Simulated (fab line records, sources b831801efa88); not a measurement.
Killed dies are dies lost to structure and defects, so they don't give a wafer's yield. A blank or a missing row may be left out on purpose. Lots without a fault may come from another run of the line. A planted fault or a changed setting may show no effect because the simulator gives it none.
Which tool did it? | flow sfq_line | 14 lots, 42 wafers sampled, at 5 steps of a route of 325

WHAT THE GAUGES READ, wafer by wafer
The record holds no reading of a measuring or inspecting step that can be judged against a usual standard deviation.

WHICH TOOL RAN EACH LOT (tool, then ch and the chambers of the sampled wafers, then the start)
lot  | SFQ_TRILAYER_I1_VIA_STRIP_STRIP_053 | SFQ_TRILAYER_I2_DEP_PECVD_063   | SFQ_TRILAYER_I2_CMP_CMP_064   | SFQ_TRILAYER_I4_VIA_BARC_OPEN_VIA_ETCH_146 | SFQ_TRILAYER_I5_STRIP_STRIP_148
L987 | rie_metal-01 ch 0,1, day 30 21:31   | pecvd-02 ch 1,2, day 37 00:05   | cmp-01 ch 0,3, day 37 00:10   | rie_diel-03 ch 0,2,3, day 59 10:39         | rie_metal-04 ch 0,1, day 69 15:02
L990 | rie_metal-01 ch 0,1, day 32 02:14   | pecvd-02 ch 0,1, day 38 10:43   | cmp-02 ch 0,2,3, day 38 12:53 | rie_diel-03 ch 0,1,2, day 60 18:56         | rie_metal-02 ch 0,1, day 74 17:16
L991 | rie_metal-02 ch 0, day 32 08:14     | pecvd-03 ch 0,2, day 38 15:31   | cmp-02 ch 1,2,3, day 38 16:53 | rie_diel-03 ch 1,2,3, day 61 08:30         | rie_metal-03 ch 1, day 74 18:28
L992 | rie_metal-03 ch 0,1, day 32 10:38   | pecvd-04 ch 0,2, day 38 15:57   | cmp-01 ch 0,2,3, day 38 18:31 | rie_diel-04 ch 0,1,2, day 61 21:42         | rie_metal-02 ch 0,1, day 74 22:12
L994 | rie_metal-02 ch 0,1, day 34 06:26   | pecvd-04 ch 0,2, day 40 07:47   | cmp-02 ch 0,1,2, day 40 09:59 | rie_diel-03 ch 0,3, day 62 02:30           | rie_metal-04 ch 0,1, day 75 02:45
L995 | rie_metal-02 ch 0,1, day 34 18:14   | pecvd-02 ch 0,1, day 40 22:06   | cmp-02 ch 1,3, day 40 22:48   | rie_diel-01 ch 0,1,2, day 62 10:54         | rie_metal-04 ch 0, day 75 04:57
L100 | rie_metal-03 ch 0,1, day 36 16:17   | pecvd-04 ch 0,1,2, day 43 02:31 | cmp-02 ch 1,2, day 43 02:34   | rie_diel-01 ch 1,2, day 64 05:01           | rie_metal-04 ch 0,1, day 75 17:09
L101 | rie_metal-02 ch 0,1, day 37 00:29   | pecvd-04 ch 1,2, day 43 09:41   | cmp-02 ch 0,2,3, day 43 10:46 | rie_diel-04 ch 0,1, day 64 11:09           | rie_metal-02 ch 0, day 75 19:33
L103 | rie_metal-03 ch 0,1, day 38 02:08   | pecvd-02 ch 1,2, day 44 10:53   | cmp-02 ch 0,1,2, day 44 11:28 | rie_diel-01 ch 1,2,3, day 65 20:12         | rie_metal-02 ch 0,1, day 82 20:40
L106 | rie_metal-02 ch 0, day 39 03:08     | pecvd-03 ch 1,2, day 45 13:19   | cmp-02 ch 1,2, day 45 13:24   | rie_diel-03 ch 1,2,3, day 66 22:16         | rie_metal-04 ch 0, day 84 04:59
L107 | rie_metal-02 ch 0,1, day 39 10:28   | pecvd-04 ch 0,1,2, day 45 21:05 | cmp-01 ch 1,2, day 45 21:10   | rie_diel-01 ch 2,3, day 67 13:09           | rie_metal-03 ch 0,1, day 84 16:59
L108 | rie_metal-02 ch 0,1, day 39 23:59   | pecvd-03 ch 0,1,2, day 46 05:29 | cmp-02 ch 0,3, day 46 06:04   | rie_diel-04 ch 0,1,3, day 67 15:33         | rie_metal-04 ch 0,1, day 84 20:47
L109 | rie_metal-02 ch 0,1, day 40 02:11   | pecvd-02 ch 0,2, day 46 09:07   | cmp-01 ch 0,1,2, day 46 09:46 | rie_diel-01 ch 0,1,2, day 67 17:57         | rie_metal-02 ch 1, day 84 22:59
L110 | rie_metal-02 ch 0,1, day 40 15:23   | pecvd-02 ch 0,1, day 46 16:17   | cmp-02 ch 0,2, day 46 16:25   | rie_diel-04 ch 0,1,2, day 67 20:21         | rie_metal-04 ch 0,1, day 85 01:23
- SFQ_TRILAYER_I1_VIA_STRIP_STRIP_053: strips in O2.
- SFQ_TRILAYER_I2_DEP_PECVD_063: deposits SiO2 from SiH4/N2O, time 111.11 s, target thk 500 nm.
- SFQ_TRILAYER_I2_CMP_CMP_064: polishes SiO2.
- SFQ_TRILAYER_I4_VIA_BARC_OPEN_VIA_ETCH_146: etches BARC in O2, target depth 125 nm, time 41.7 s.
- SFQ_TRILAYER_I5_STRIP_STRIP_148: strips in O2.

WHAT THE TOOLS THEMSELVES READ (means of the sampled wafers that have a number; where no wafer has one, the mark that the record gives instead)
SFQ_TRILAYER_I1_VIA_STRIP_STRIP_053. Usual: drypump_motor_current_A 5.70 A, standard deviation 0.24; oes_product_au 1.000 a.u., standard deviation 0.0076.
lot  | tool         | drypump_motor_current_A (A) | oes_product_au (a.u.) | flag
L987 | rie_metal-01 | 5.74                        | 0.999                 |
L990 | rie_metal-01 | 5.79                        | 0.996                 |
L991 | rie_metal-02 | 5.99                        | 0.995                 |
L992 | rie_metal-03 | 5.52                        | 0.996                 |
L994 | rie_metal-02 | 5.93                        | 0.998                 |
L995 | rie_metal-02 | 5.81                        | 1.007                 |
L100 | rie_metal-03 | 5.49                        | 0.999                 |
L101 | rie_metal-02 | 5.82                        | 1.012                 |
L103 | rie_metal-03 | 5.49                        | 0.996                 |
L106 | rie_metal-02 | 5.98                        | 1.001                 |
L107 | rie_metal-02 | 5.91                        | 0.999                 |
L108 | rie_metal-02 | 5.91                        | 0.999                 |
L109 | rie_metal-02 | 5.89                        | 0.999                 |
L110 | rie_metal-02 | 5.86                        | 0.997                 |

SFQ_TRILAYER_I2_DEP_PECVD_063. Usual: heater_power_w 90 W, standard deviation 13; rf_fwd_power_W 182.2 W, standard deviation 0.67; showerhead_vpp_V 840 V, standard deviation 48; susceptor_temp_C 150.00 C, standard deviation 0.16; throttle_valve_pct 24.0 %, standard deviation 1.2.
lot  | tool     | heater_power_w (W) | rf_fwd_power_W (W) | showerhead_vpp_V (V) | susceptor_temp_C (C) | throttle_valve_pct (%) | flag
L987 | pecvd-02 | 96                 | 182.5              | 873                  | 150.08               | 23.7                   |
L990 | pecvd-02 | 95                 | 182.2              | 825                  | 150.01               | 22.8                   |
L991 | pecvd-03 | 75                 | 181.7              | 893                  | 149.95               | 24.8                   |
L992 | pecvd-04 | 92                 | 182.9              | 791                  | 150.00               | 24.3                   |
L994 | pecvd-04 | 82                 | 181.9              | 798                  | 150.03               | 24.4                   |
L995 | pecvd-02 | 93                 | 182.6              | 869                  | 150.03               | 23.3                   |
L100 | pecvd-04 | 82                 | 206.0              | 863                  | 150.00               | 24.8                   | OFF
L101 | pecvd-04 | 98                 | 206.3              | 869                  | 149.95               | 24.6                   | OFF
L103 | pecvd-02 | 86                 | 182.4              | 842                  | 150.14               | 24.3                   |
L106 | pecvd-03 | 97                 | 182.2              | 832                  | 149.98               | 23.6                   |
L107 | pecvd-04 | 95                 | 182.3              | 812                  | 149.99               | 24.9                   |
L108 | pecvd-03 | 87                 | 181.3              | 853                  | 149.94               | 23.5                   |
L109 | pecvd-02 | 86                 | 182.1              | 791                  | 150.19               | 23.6                   |
L110 | pecvd-02 | 91                 | 182.9              | 875                  | 150.08               | 23.6                   |

SFQ_TRILAYER_I2_CMP_CMP_064. Usual: head_pressure_psi 3.000 psi, standard deviation 0.0073; motor_current_A 10.8 A, standard deviation 0.7; time_to_endpoint_s 217 s, standard deviation 7.5.
lot  | tool   | head_pressure_psi (psi) | motor_current_A (A) | time_to_endpoint_s (s) | flag
L987 | cmp-01 | 3.006                   | 10.6                | 218                    |
L990 | cmp-02 | 2.997                   | 10.9                | 222                    |
L991 | cmp-02 | 3.003                   | 10.9                | 226                    |
L992 | cmp-01 | 3.002                   | 10.8                | 216                    |
L994 | cmp-02 | 2.996                   | 11.0                | 217                    |
L995 | cmp-02 | 3.002                   | 11.3                | 220                    |
L100 | cmp-02 | 3.001                   | 11.0                | 229                    |
L101 | cmp-02 | 3.009                   | 10.9                | 227                    |
L103 | cmp-02 | 3.001                   | 11.1                | 226                    |
L106 | cmp-02 | 3.001                   | 10.4                | 218                    |
L107 | cmp-01 | 2.993                   | 10.3                | 210                    |
L108 | cmp-02 | 2.998                   | 10.9                | 222                    |
L109 | cmp-01 | 3.003                   | 10.7                | 200                    |
L110 | cmp-02 | 3.000                   | 10.7                | 217                    |

SFQ_TRILAYER_I4_VIA_BARC_OPEN_VIA_ETCH_146. Usual: drypump_motor_current_A 6.0 A, standard deviation 0.39; oes_product_au 0.685 a.u., standard deviation 0.0044.
lot  | tool        | drypump_motor_current_A (A) | oes_product_au (a.u.) | flag
L987 | rie_diel-03 | 5.9                         | 0.684                 |
L990 | rie_diel-03 | 6.0                         | 0.681                 |
L991 | rie_diel-03 | 5.8                         | 0.686                 |
L992 | rie_diel-04 | 5.7                         | 0.682                 |
L994 | rie_diel-03 | 5.8                         | 0.683                 |
L995 | rie_diel-01 | 6.0                         | 0.686                 |
L100 | rie_diel-01 | 6.4                         | 0.687                 |
L101 | rie_diel-04 | 6.0                         | 0.685                 |
L103 | rie_diel-01 | 6.3                         | 0.681                 |
L106 | rie_diel-03 | 5.8                         | 0.685                 |
L107 | rie_diel-01 | 6.2                         | 0.684                 |
L108 | rie_diel-04 | 6.0                         | 0.687                 |
L109 | rie_diel-01 | 6.1                         | 0.688                 |
L110 | rie_diel-04 | 5.6                         | 0.683                 |

SFQ_TRILAYER_I5_STRIP_STRIP_148. Usual: drypump_motor_current_A 5.49 A, standard deviation 0.29; oes_product_au 1.001 a.u., standard deviation 0.006.
lot  | tool         | drypump_motor_current_A (A) | oes_product_au (a.u.) | flag
L987 | rie_metal-04 | 5.23                        | 1.005                 |
L990 | rie_metal-02 | 5.90                        | 1.000                 |
L991 | rie_metal-03 | 5.34                        | 1.007                 |
L992 | rie_metal-02 | 5.91                        | 1.007                 |
L994 | rie_metal-04 | 5.28                        | 1.004                 |
L995 | rie_metal-04 | 5.18                        | 0.998                 |
L100 | rie_metal-04 | 5.28                        | 1.003                 |
L101 | rie_metal-02 | 5.99                        | 0.999                 |
L103 | rie_metal-02 | 5.82                        | 1.007                 |
L106 | rie_metal-04 | 5.17                        | 1.004                 |
L107 | rie_metal-03 | 5.49                        | 1.004                 |
L108 | rie_metal-04 | 5.23                        | 0.996                 |
L109 | rie_metal-02 | 5.75                        | 0.994                 |
L110 | rie_metal-04 | 5.29                        | 0.998                 |

THE ANSWER, worked out from the rows above alone
Rule: a lot is off if the mean of its wafers that have a number lies more than 3 standard deviations from the usual mean. A lot without any number at a reading at which 4 lots or more have one is off too. The other lots that the step has rows for count as sound. The gauges are gone through in route order, then the tools' own readings, and for those a lot's mean is taken as printed above. The first step at which some lot is off is used, and at that step the reading that is off furthest; a lot without a number counts as furthest.
Off: L100, L101, at SFQ_TRILAYER_I2_DEP_PECVD_063 (rf_fwd_power_W).
A tool fits if, at that step or a process step before it, it ran every lot that is off, and no sound lot after the first of them. None of those tried fits.

WHAT THE SIMULATOR HAD PUT IN
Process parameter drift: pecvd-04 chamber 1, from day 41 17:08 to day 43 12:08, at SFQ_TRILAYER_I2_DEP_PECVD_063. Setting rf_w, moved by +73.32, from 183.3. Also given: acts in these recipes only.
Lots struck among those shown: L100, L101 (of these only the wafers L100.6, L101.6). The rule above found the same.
